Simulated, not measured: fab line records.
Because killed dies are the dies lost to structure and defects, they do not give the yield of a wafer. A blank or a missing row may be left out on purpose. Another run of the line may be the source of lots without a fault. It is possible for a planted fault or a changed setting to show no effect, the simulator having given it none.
fab line records ; flow sky130
record lots=6; wafers=18; last-day=50
route steps=708 shown GATE_OXIDE@191 POLY_GATE@204 PAD_OPEN@708
lots that met no fault: taken from a fault-free run of the same line
start-h: hours from the record's opening day to when the first of the lot's shown wafers began ; wait-h: hours since the lot's step before ; " unchanged from the row above ; L1.1+2: one row covering several wafers at once ; - no value present, or no start provided ; * or withheld: withheld ; < > ~ a bound
route shown NAME@n: NAME is a module with steps in the file, n the number in the route of the first one ; usual: mean/standard deviation of fault-free wafers ; same: alike in all rows ; chamber/n: place in a boat ; sites: per-site readings ; _std_site: the values' standard deviation ; _edge_site: inner sites' mean taken away from outer sites' mean ; radius-mm: how far each site lies from the wafer's centre ; mask NAME#n: copy n ; behind: the tool/chamber that last shaped the wafer ; hold: reason for holding the lot/hours on hold/outcome of the hold ; device: which transistor (n, p or np) failed to switch ; end of line: tests of these same wafers at the route's end ; a step given without rows: its recipe and nothing more ; killed: count of dies lost to structure and defects at first sort (not the wafer's yield) ; map: per-die view of a wafer (x killed, . not killed, _ where there is no die)
set.NAME: the setting as run; set.NAME@STEP: as run at that earlier step ; model.NAME: the simulator's own value behind a step, which no gauge read
a table for each step, a row for each wafer; lots at some steps of the route
services: when a tool's chamber went out of use (start-h, in hours from the record's first day, below 0 if earlier), for how many hours, and the reason
## steps
# step SKY_GATE_OXIDE_HMDS_04
# recipe prime-time-s=60; prime-temp-c=120
# step SKY_GATE_OXIDE_COAT_05
# recipe resist=NOVOLAK; spin-rpm=3000; resist-thk-nm=1140
# step SKY_GATE_OXIDE_SOFTBAKE_06
# recipe temp-c=90; time-s=60; resist=NOVOLAK
# step SKY_GATE_OXIDE_EXPOSE_07
# recipe mask-id=LVOM; na=0.6; source-shape=conventional; sigma-outer=0.6; polarization=unpolarized; target-cd-nm=600; dose-mj=170
# step SKY_GATE_OXIDE_PEB_08
# recipe temp-c=withheld; time-s=*; resist=NOVOLAK
# step SKY_GATE_OXIDE_DEVELOP_09
# recipe resist=NOVOLAK; developer=TMAH; develop-time-s=60; dev-temp-c=23
# step SKY_GATE_OXIDE_OVL_MEAS_10
# usual GATE_OXIDE_OVL=0.0/1.2
lot.wafer;tool;chamber;start-h;wait-h;GATE_OXIDE_OVL[nm]
L563.2;overlay-02;-;312.29;0.1;1.4
L563.4;overlay-02;-;312.29;0.1;1.4
L563.5;overlay-02;-;312.29;0.1;1.6
L572.1;overlay-02;-;390.75;0.1;-0.4
L572.4;overlay-02;-;390.75;0.1;-1.6
L572.6;overlay-02;-;390.75;0.1;-1.2
L579.1;overlay-01;-;467.00;0.1;0.6
L579.5;overlay-01;-;467.00;0.1;-0.2
L579.6;overlay-01;-;467.00;0.1;0.8
L581.1;overlay-01;-;477.20;0.1;0.5
L581.3;overlay-01;-;477.20;0.1;0.5
L581.4;overlay-01;-;477.20;0.1;1.0
L584.1;overlay-02;-;497.85;0.1;-1.0
L584.3;overlay-02;-;497.85;0.1;0.6
L584.6;overlay-02;-;497.85;0.1;-1.3
L585.1;overlay-01;-;511.18;0.1;0.7
L585.2;overlay-01;-;511.18;0.1;0.1
L585.4;overlay-01;-;511.18;0.1;-0.7
# step SKY_GATE_OXIDE_IMPLANT_11
# recipe species=B; energy-kev=10; dose-cm2=2.6e+12; tilt-deg=withheld
# step SKY_GATE_OXIDE_WET_ETCH_12
# recipe chemistry=dHF; target-depth-nm=16.8; dry=n2-spin; target=SiO2; dilution=100:1; temp-c=25; time-s=336
# step SKY_GATE_OXIDE_STRIP_13
# recipe chemistry=O2/N2; power-w=1400; pressure-mtorr=1500; platen-temp-c=withheld; o2-flow-sccm=3000; n2-flow-sccm=300; overash-fraction=0.5
# usual drypump-motor-current-A=5.44/0.14; oes-product-au=0.716/0.0044; strip-time-to-endpoint-s=14.17/0.038
lot.wafer;tool;chamber;start-h;wait-h;drypump-motor-current-A;oes-product-au;rf-hours-counter-h;strip-time-to-endpoint-s
L563.2;plasma-asher-02;0;312.57;0.0;5.47;0.717;18;14.17
L563.4;plasma-asher-02;1;312.57;0.0;5.54;0.715;-;14.10
L563.5;plasma-asher-02;1;312.57;0.0;5.50;0.711;-;14.16
L572.1;plasma-asher-04;0;391.04;0.0;5.69;0.715;67;14.21
L572.4;plasma-asher-04;1;391.04;0.0;5.39;0.705;-;14.27
L572.6;plasma-asher-04;1;391.04;0.0;5.38;0.706;-;14.25
L579.1;plasma-asher-02;1;467.30;0.0;5.54;0.723;33;14.17
L579.5;plasma-asher-02;0;467.30;0.0;5.49;0.718;-;14.18
L579.6;plasma-asher-02;1;467.30;0.0;5.54;0.720;-;14.21
L581.1;plasma-asher-01;1;477.49;0.0;5.25;0.712;5;14.16
L581.3;plasma-asher-01;1;477.49;0.0;5.19;0.712;-;14.18
L581.4;plasma-asher-01;0;477.49;0.0;5.48;0.720;-;14.17
L584.1;plasma-asher-02;0;498.14;0.0;5.50;0.712;36;14.14
L584.3;plasma-asher-02;0;498.14;0.0;5.49;0.716;-;14.13
L584.6;plasma-asher-02;0;498.14;0.0;5.49;0.711;-;14.15
L585.1;plasma-asher-01;1;511.47;0.0;5.22;0.728;9;14.14
L585.2;plasma-asher-01;0;511.47;0.0;5.47;0.716;9;14.14
L585.4;plasma-asher-01;0;511.47;0.0;5.45;0.713;-;14.13
# step SKY_GATE_OXIDE_TW_MEAS_14
# usual GATE_OXIDE_TW=224.0/1.2
lot.wafer;tool;chamber;start-h;wait-h;GATE_OXIDE_TW
L563.2;film-metro-04;-;312.68;0.1;224.4
L563.4;film-metro-04;-;312.68;0.1;224.5
L563.5;film-metro-04;-;312.68;0.1;223.3
L572.1;film-metro-01;-;391.14;0.1;224.7
L572.4;film-metro-01;-;391.14;0.1;224.6
L572.6;film-metro-01;-;391.14;0.1;225.0
L579.1;film-metro-04;-;467.40;0.1;224.3
L579.5;film-metro-04;-;467.40;0.1;225.1
L579.6;film-metro-04;-;467.40;0.1;222.8
L581.1;film-metro-04;-;477.59;0.1;225.1
L581.3;film-metro-04;-;477.59;0.1;224.7
L581.4;film-metro-04;-;477.59;0.1;223.9
L584.1;film-metro-01;-;498.24;0.1;224.6
L584.3;film-metro-01;-;498.24;0.1;224.1
L584.6;film-metro-01;-;498.24;0.1;224.7
L585.1;film-metro-04;-;511.57;0.1;227.1
L585.2;film-metro-04;-;511.57;0.1;224.9
L585.4;film-metro-04;-;511.57;0.1;226.0
# step SKY_GATE_OXIDE_CLEAN_15
# recipe chemistry=SC1/SC2; mix=1:4:20; temp-c=70; time-s=150; dry=n2-spin
# step SKY_GATE_OXIDE_OXIDATION_16
# recipe temp-c=800; ambient=O2; idle-temp-c=700; ramp-up-c-per-min=10; ramp-down-c-per-min=3; stabilise-s=600; purge-s=300; target-thk-a=35.7; ox-time-s=1915
# usual ox-temp-c-max=803.9/0.93; ramp-up-c-per-min=10.0000/0.0019; spike-tc-centre-C=799.9/1.1
lot.wafer;tool;chamber;start-h;wait-h;ox-temp-c-max;ramp-up-c-per-min;spike-tc-centre-C;model.SiO2_of_GATE_OXIDE_OXIDATION_01.thk-nm
L563.2;furnace-02;0;312.92;0.1;804.1;10.000;800.1;11.8
L563.4;furnace-02;0;312.92;0.1;803.1;10.000;802.0;11.85
L563.5;furnace-02;0;312.92;0.1;805.4;10.000;799.6;11.65
L572.1;furnace-02;0;391.75;0.5;804.7;9.9993;798.7;11.56
L572.4;furnace-02;0;391.75;0.5;804.1;10.001;800.6;11.61
L572.6;furnace-02;0;391.75;0.5;804.4;9.9984;802.1;11.75
L579.1;furnace-02;0;467.98;0.5;804.2;10.005;802.1;12.09
L579.5;furnace-02;0;467.98;0.5;804.3;10.000;800.9;11.93
L579.6;furnace-02;0;467.98;0.5;803.1;9.9996;801.1;12.09
L581.1;furnace-02;0;477.70;0.0;804.7;10.000;800.2;12.03
L581.3;furnace-02;0;477.70;0.0;805.6;9.9996;799.6;12.16
L581.4;furnace-02;0;477.70;0.0;804.3;9.9981;799.3;12.07
L584.1;furnace-01;0;498.35;0.0;802.8;9.9997;799.2;11.83
L584.3;furnace-01;0;498.35;0.0;802.9;10.000;799.9;12.14
L584.6;furnace-01;0;498.35;0.0;803.2;10.001;798.5;11.86
L585.1;furnace-01;0;511.68;0.0;802.1;9.9982;802.2;11.62
L585.2;furnace-01;0;511.68;0.0;802.7;10.000;800.9;11.58
L585.4;furnace-01;0;511.68;0.0;802.8;9.9940;799.4;11.74
# step SKY_POLY_GATE_CVD_00
# recipe material=poly-Si; target-thk-nm=180; temp-c=620; time-s=720; pressure-mtorr=200
# step SKY_PAD_OPEN_PROBE_99
# usual killed_at_M0_to_M3=44/6.9; killed_at_M4_up=3.2/1.8; killed-at-contacts=23/5.2; killed-at-front-end=15/4.5; killed-at-other=0.3/0.56; killed-dies=85/8.8; killed-open=47/6.7; killed-short=39/6.4
# same gross-dies=492; killed-at-back-side=0
lot.wafer;tool;chamber;start-h;wait-h;killed_at_M0_to_M3;killed_at_M4_up;killed-at-contacts;killed-at-front-end;killed-at-other;killed-dies;killed-open;killed-short;model.etest.pfet_01v8.r-on-ohm-um;model.etest.nfet_01v8.r-on-ohm-um;model.etest.nfet_01v8_lvt.drive-ua-um;model.etest.nfet_01v8_turned.drive-ua-um;model.etest.nfet_01v8_swapped.drive-ua-um;model.etest.nfet_01v8.drive-ua-um;model.etest.sram-nfet-pass.drive-ua-um;model.etest.nfet-g5v0d10v5.drive-ua-um
L563.2;prober-01;-;1079.16;0.1;38;3;19;16;0;76;48;28;2946;824.7;576.7;508.5;503.3;500.3;503.6;605.6
L563.4;prober-01;-;1079.26;0.2;35;2;25;17;0;79;42;37;2994;831.4;574.9;501.9;502.1;504.3;487.9;600.8
L563.5;prober-01;-;1079.31;0.2;30;0;19;14;0;63;35;28;2958;830.5;568.6;501.1;505.2;500.1;486.7;614.9
L572.1;prober-02;-;1133.75;0.1;43;1;11;21;0;76;46;30;2895;863.4;558.9;488.6;489.1;487.9;486.6;610.4
L572.4;prober-02;-;1133.90;0.2;52;1;27;18;0;98;59;39;2867;831.6;573.5;504.1;505;504.7;497;611.9
L572.6;prober-02;-;1134.00;0.2;49;0;30;14;0;93;53;40;2889;861.8;554.9;486.1;486.3;483.5;478.8;603.7
L579.1;prober-02;-;1180.37;0.1;41;3;25;14;1;84;46;38;3043;906.3;517.5;451.7;447.6;443.5;442.3;588.3
L579.5;prober-02;-;1180.57;0.2;48;6;23;18;0;95;52;43;3050;911.1;514.2;444.2;440.1;443.3;437.8;597.8
L579.6;prober-02;-;1180.62;0.2;36;5;27;22;0;90;49;41;3014;890.6;522.3;447.6;449.9;449.9;424.7;592.2
L581.1;prober-02;-;1184.17;0.1;49;2;24;23;0;98;57;41;3102;865;544.1;475.9;474;471.5;460.9;595
L581.3;prober-02;-;1184.27;0.2;45;2;24;16;0;87;43;44;3127;879.3;532.1;466.1;465.8;462.6;449.3;583.2
L581.4;prober-02;-;1184.32;0.2;43;1;21;15;0;80;43;37;3039;859.5;546.2;476.5;474.7;475;453.6;595.4
L584.1;prober-02;-;1197.41;0.1;42;3;21;15;0;81;35;46;2888;823.3;581.3;512;509.7;512.4;493.9;592.6
L584.3;prober-02;-;1197.51;0.2;41;3;20;23;0;87;51;36;2933;828.1;577.6;507.4;507.3;504.2;504.5;578.8
L584.6;prober-02;-;1197.66;0.2;47;5;20;10;0;82;42;40;2902;843.9;572.6;504.3;503.1;500.5;487.4;596.9
L585.1;prober-02;-;1200.88;0.4;47;5;17;13;0;82;39;43;2891;820.2;583.1;510.3;515.9;510.5;491.9;609.6
L585.2;prober-02;-;1200.93;0.4;60;0;26;15;0;101;54;47;2930;830.1;580.7;507.6;500.1;502.8;504.5;614.5
L585.4;prober-02;-;1201.03;0.5;56;5;20;16;0;97;52;45;2888;831.5;569.6;497.3;499.7;500.3;485.9;602.9
# killed by level:class
L563.2 VIA1:geometric-particle:open=11 CONTACT:geometric-particle:open=8 LI_CONTACT:geometric-particle:open=7 VIA3:geometric-particle:open=6 POLY_GATE:geometric-particle:open=5 VIA2:geometric-particle:open=5 METAL1:geometric-particle:short=4 LI_CONTACT:geometric-particle:short=3
L563.4 CONTACT:geometric-particle:open=8 VIA3:geometric-particle:open=7 VIA2:geometric-particle:open=6 FIELD_ISO:geometric-particle:short=5 CONTACT:geometric-particle:short=5 VIA1:geometric-particle:short=5 LI_CONTACT:geometric-particle:open=5 VIA1:geometric-particle:open=5
L563.5 VIA1:geometric-particle:open=9 LI_CONTACT:geometric-particle:open=5 CONTACT:geometric-particle:short=5 FIELD_ISO:geometric-particle:open=4 CONTACT:geometric-particle:open=4 VIA2:geometric-particle:open=4 VIA3:geometric-particle:open=4 METAL2:geometric-particle:short=3
L572.1 FIELD_ISO:geometric-particle:open=8 VIA1:geometric-particle:open=8 VIA3:geometric-particle:open=8 FIELD_ISO:geometric-particle:short=7 CONTACT:geometric-particle:open=6 VIA1:geometric-particle:short=6 METAL3:geometric-particle:short=5 VIA2:geometric-particle:open=5
L572.4 CONTACT:geometric-particle:open=16 VIA1:geometric-particle:open=12 VIA3:geometric-particle:open=11 POLY_GATE:geometric-particle:open=8 VIA1:geometric-particle:short=6 VIA3:geometric-particle:short=6 VIA2:geometric-particle:short=5 FIELD_ISO:geometric-particle:short=4
L572.6 VIA1:geometric-particle:open=17 CONTACT:geometric-particle:open=14 LI_CONTACT:geometric-particle:open=5 LOCAL_INTERCONNECT:geometric-particle:short=5 VIA1:geometric-particle:short=5 METAL1:geometric-particle:short=5 VIA3:geometric-particle:open=5 POLY_GATE:geometric-particle:short=4
L579.1 VIA2:geometric-particle:open=11 METAL1:geometric-particle:short=7 VIA1:geometric-particle:open=7 LI_CONTACT:geometric-particle:open=6 FIELD_ISO:geometric-particle:open=5 VIA2:geometric-particle:short=5 LI_CONTACT:geometric-particle:short=5 CONTACT:geometric-particle:short=5
L579.5 VIA1:geometric-particle:open=11 VIA2:geometric-particle:open=10 FIELD_ISO:geometric-particle:short=8 VIA3:geometric-particle:open=8 CONTACT:geometric-particle:open=7 LI_CONTACT:geometric-particle:open=6 METAL1:geometric-particle:short=6 METAL2:geometric-particle:short=6
L579.6 POLY_GATE:geometric-particle:open=9 LI_CONTACT:geometric-particle:open=8 CONTACT:geometric-particle:open=7 VIA2:geometric-particle:open=6 FIELD_ISO:geometric-particle:short=5 CONTACT:geometric-particle:short=5 METAL1:geometric-particle:short=5 METAL2:geometric-particle:short=5
L581.1 METAL2:geometric-particle:short=13 CONTACT:geometric-particle:open=11 FIELD_ISO:geometric-particle:open=10 VIA1:geometric-particle:open=8 VIA3:geometric-particle:open=8 VIA2:geometric-particle:open=6 LI_CONTACT:geometric-particle:open=5 CONTACT:geometric-particle:short=5
L581.3 CONTACT:geometric-particle:open=15 METAL2:geometric-particle:short=9 VIA1:geometric-particle:open=7 FIELD_ISO:geometric-particle:short=5 FIELD_ISO:geometric-particle:open=5 METAL1:geometric-particle:short=5 VIA1:geometric-particle:short=5 CONTACT:geometric-particle:short=4
L581.4 VIA1:geometric-particle:open=11 LI_CONTACT:geometric-particle:open=6 FIELD_ISO:geometric-particle:open=5 LOCAL_INTERCONNECT:geometric-particle:short=5 METAL2:geometric-particle:short=5 VIA2:geometric-particle:open=5 VIA3:geometric-particle:open=5 FIELD_ISO:geometric-particle:short=4
L584.1 VIA1:geometric-particle:open=14 LOCAL_INTERCONNECT:geometric-particle:short=6 CONTACT:geometric-particle:short=6 VIA2:geometric-particle:open=6 FIELD_ISO:geometric-particle:short=5 POLY_GATE:geometric-particle:short=5 METAL2:geometric-particle:short=5 LI_CONTACT:geometric-particle:open=4
L584.3 VIA1:geometric-particle:open=10 CONTACT:geometric-particle:short=7 VIA3:geometric-particle:open=7 CONTACT:geometric-particle:open=6 LI_CONTACT:geometric-particle:open=5 METAL1:geometric-particle:short=5 METAL2:geometric-particle:short=5 FIELD_ISO:geometric-particle:open=4
L584.6 VIA3:geometric-particle:open=10 VIA1:geometric-particle:open=9 CONTACT:geometric-particle:short=8 VIA2:geometric-particle:open=6 LI_CONTACT:geometric-particle:open=5 METAL1:geometric-particle:short=5 POLY_GATE:geometric-particle:short=4 METAL2:geometric-particle:short=4
L585.1 METAL2:geometric-particle:short=8 VIA3:geometric-particle:open=8 VIA2:geometric-particle:open=7 CONTACT:geometric-particle:open=6 VIA1:geometric-particle:short=6 VIA1:geometric-particle:open=6 METAL1:geometric-particle:short=5 FIELD_ISO:geometric-particle:open=4
L585.2 VIA1:geometric-particle:open=17 VIA2:geometric-particle:open=10 LI_CONTACT:geometric-particle:open=9 METAL1:geometric-particle:short=7 POLY_GATE:geometric-particle:short=6 CONTACT:geometric-particle:open=6 VIA1:geometric-particle:short=5 VIA3:geometric-particle:short=5
L585.4 VIA1:geometric-particle:open=12 VIA3:geometric-particle:open=10 METAL2:geometric-particle:short=8 METAL1:geometric-particle:short=8 LI_CONTACT:geometric-particle:open=7 CONTACT:geometric-particle:open=6 CONTACT:geometric-particle:short=5 POLY_GATE:geometric-particle:short=5
## services
tool;chamber;start-h;hours;kind
furnace-01;-;294.00;3.9;pm
plasma-asher-04;-;368.22;2.8;pm
furnace-01;-;381.50;3.4;pm
furnace-02;-;414.82;3.0;pm
plasma-asher-01;-;421.25;9.0;pm
plasma-asher-01;0;421.25;10.6;vent-cycle
plasma-asher-01;1;421.25;10.6;vent-cycle
plasma-asher-01;-;429.01;2.8;repair
plasma-asher-01;0;430.25;-;clean
plasma-asher-01;1;430.25;-;clean
plasma-asher-02;-;445.45;1.6;repair
furnace-01;-;461.68;4.0;pm
plasma-asher-02;-;484.70;1.3;repair
## key
first-sign none at tools or gauges
model-effect step=SKY_GATE_OXIDE_OXIDATION_16; value=SiO2_of_GATE_OXIDE_OXIDATION_01.thk-nm; without=11.74; struck=12.06
model-effect step=SKY_PAD_OPEN_PROBE_99; value=etest.pfet_01v8.r-on-ohm-um; without=2932; struck=3063
met-at SKY_GATE_OXIDE_OXIDATION_16
struck-wafers L579.1,L579.5,L579.6,L581.1,L581.3,L581.4
tester-left-out L579,L581
onset-between 391.75 467.98
fault kind=process-parameter-drift; tool=furnace-02; chamber=-; onset-h=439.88; steps=SKY_GATE_OXIDE_OXIDATION_16; channel=ox-time-s; offset=*; shape=step; end-h=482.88; acts-in=*; stated=*
# tester-left-out: of these lots the tester's yield and bins aren't shown, on N5 and GAA mostly nor the transistor test; their killed dies are dies lost to structure and defects alone, not to doping, threshold or leakage, so they don't give the yield
